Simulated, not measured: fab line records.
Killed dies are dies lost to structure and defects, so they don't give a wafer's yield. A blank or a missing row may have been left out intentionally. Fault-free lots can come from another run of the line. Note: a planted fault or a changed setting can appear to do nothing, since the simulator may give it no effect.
Chamber matching / flow gf180mcu / GF_V4_CVD_02 on pecvd-04: 3 sister chambers
The step deposits SiO2 from TEOS, target thk 850 nm, time 94.851 s. 3 wafers are shown with their chamber, then 8 later ones without.

## WAFERS PAIRED WITH THEIR CHAMBERS
wafer=L084.1; chamber=1; heater_power_w (W)=576
wafer=L084.4; chamber=2; heater_power_w (W)=526
wafer=L091.2; chamber=0; heater_power_w (W)=609

## WAFERS WITH NO CHAMBER GIVEN
wafer=L091.3; heater_power_w (W)=518
wafer=L091.6; heater_power_w (W)=572
wafer=L093.1; heater_power_w (W)=485
wafer=L093.5; heater_power_w (W)=528
wafer=L093.6; heater_power_w (W)=635
wafer=L097.3; heater_power_w (W)=524
wafer=L097.5; heater_power_w (W)=554
wafer=L097.6; heater_power_w (W)=611

## THE CHAMBER EACH PASSED THROUGH
wafer=L091.3; from the rows above=2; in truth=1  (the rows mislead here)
wafer=L091.6; from the rows above=can't be placed: 1 or 0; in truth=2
wafer=L093.1; from the rows above=2; in truth=2
wafer=L093.5; from the rows above=2; in truth=2
wafer=L093.6; from the rows above=can't be placed: 0 or 1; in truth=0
wafer=L097.3; from the rows above=2; in truth=2
wafer=L097.5; from the rows above=can't be placed: 1 or 2 or 0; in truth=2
wafer=L097.6; from the rows above=can't be placed: 0 or 1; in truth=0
Placed correctly: 3 of 8. From these rows, 4 cannot be placed; in 3 the true chamber is one of the candidates. Wrongly placed: 1.
How it was worked out, from the rows above alone: a wafer's distance from a chamber is the root of the sum, over the readings, of the square of ((its reading less the chamber's mean) divided by the reading's scatter). If the next closest chamber is less than 2 further off than the closest, the wafer can't be placed; otherwise it belongs to the closest. A chamber's mean is the mean of its shown wafers. The scatter: root of mean squared gap, hidden wafer to nearest shown wafer, with one shown wafer a chamber.
